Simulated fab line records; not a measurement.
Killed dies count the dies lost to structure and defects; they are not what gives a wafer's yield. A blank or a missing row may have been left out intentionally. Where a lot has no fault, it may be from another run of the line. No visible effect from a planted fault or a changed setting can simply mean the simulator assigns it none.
A struck lot beside a sound one + flow sky130 + 15 steps out of a route of 708
Sound: wafers L975.1, L975.5, L975.6. Struck: wafers L985.3, L985.6. (L985.2 of the same lot was not struck and is left out.) The cause comes at the end.
At each step with rows: each side's tool, then ch and its chambers, then its first start. Under that, the readings that differ: sound wafers + struck wafers + difference of the means + sigmas: that difference in standard deviations of wafers without a fault.
alike: same words and numbers on both sides, and readings whose means sit less than 2 such deviations apart. not compared: any withheld reading, any reading some wafer has no value for, any bound like >300 that may hide the same value, and any number with overlapping values for which the record gives no deviation.
Wherever a step has rows on one side only, a row that says differs or no value, or a row with sigmas, the two part there. Numbers that don't overlap but have no deviation are shown without sigmas and don't part them. Lack of a reading on every wafer of one side parts them only where that side has two or more wafers.

SKY_VIA2_STRIP_16: strips in O2/N2.
  sound on plasma-asher-02 ch 0,1, day 37 13:43; struck on plasma-asher-04 ch 1, day 40 18:45
  alike: chamber-pressure-mTorr, drypump-motor-current-A, n2-flow-sccm, oes-product-au, strip-time-to-endpoint-s
  not compared: rf-hours-counter-h
then, 4 steps without rows for these wafers: SKY_VIA2_STRIP_17 (strips in post etch residue remover, time 1200 s); SKY_VIA2_CLEAN_18 (cleans in IPA, time 180 s); SKY_VIA2_CLEAN_19 (cleans in O3/DIW); SKY_VIA2_SPUTTER_20 (material TiN, target thk 20 nm, time 80 s).
SKY_VIA2_CVD_21: deposits W, target thk 420 nm, time 126.4 s.
  sound on cvd-w-02 ch 0,1, day 37 14:53; struck on cvd-w-01 ch 0, day 40 19:26
  alike: heater-power-w
SKY_VIA2_RS_MEAS_22: measurement is done with a four-point probe.
  struck on film-metro-01, day 40 19:35; sound on film-metro-01, day 37 15:01
  alike: VIA2_W_RS
SKY_VIA2_THK_MEAS_23: measures by xrf.
  struck on film-metro-01, day 40 19:41; sound on film-metro-01, day 37 15:08
  alike: VIA2_W_THK
then, 2 steps without rows for these wafers: SKY_VIA2_CMP_24 (polishes, stops on SiO2, t overpolish 20 s, target thk 0 nm); SKY_METAL3_SPUTTER_00 (material Ti, target thk 15 nm, time 10 s).
SKY_METAL3_SPUTTER_01: material TiN, target thk 20 nm, time 16.7 s.
  struck on pvd-sputter-02, day 40 20:04; sound on pvd-sputter-03, day 37 15:31
  alike: throttle-valve-pct
SKY_METAL3_SPUTTER_02: material AlCu, target thk 735 nm, time 39.1 s.
  struck on pvd-sputter-02, day 40 20:05; sound on pvd-sputter-03, day 37 15:33
  alike: throttle-valve-pct
SKY_METAL3_SPUTTER_03: material Ti, target thk 5 nm, time 3.3 s.
  struck on pvd-sputter-02, day 40 20:08; sound on pvd-sputter-03, day 37 15:35
| reading                                   | sound            | struck      | difference | sigmas |
|-------------------------------------------|------------------|-------------|------------|--------|
| model.Ti_of_METAL3_SPUTTER_03.thk-nm (nm) | 5.225 5.189 5.19 | 6.725 6.785 | +1.554     |        |
  alike: throttle-valve-pct
SKY_METAL3_SPUTTER_04: material TiN, target thk 70 nm, time 58.3 s.
  struck on pvd-sputter-02, day 40 20:09; sound on pvd-sputter-03, day 37 15:37
  alike: throttle-valve-pct
-- the record jumps here: 8 days lie between the struck wafers' starts before and after (it left off in module METAL3 and takes up again in module PAD_OPEN, whose first step shown is number 708 of the route) --
SKY_PAD_OPEN_PROBE_99:
  struck on prober-01, day 49 07:33; sound on prober-01, day 46 18:25
| reading                  | sound       | struck  | difference | sigmas |
|--------------------------|-------------|---------|------------|--------|
| killed-at-front-end      | 12 13 16    | 23 27   | +11        | +2     |
| sort_bin_3_pad_short (%) | 0.2 0.6 1.2 | 1.8 1.6 | +1.0       | +2     |
  alike: defect-limited-yield, killed_at_M0_to_M3, killed_at_M4_up, killed-at-contacts, killed-at-other, killed-dies, killed-open, killed-short, sort_bin_5_function, sort_bin_6_memory, sort-n-pass, sort-yield-pct

== WHERE THEY PART ==
Within this record, at SKY_PAD_OPEN_PROBE_99 only.

WHY: what the simulator had put in
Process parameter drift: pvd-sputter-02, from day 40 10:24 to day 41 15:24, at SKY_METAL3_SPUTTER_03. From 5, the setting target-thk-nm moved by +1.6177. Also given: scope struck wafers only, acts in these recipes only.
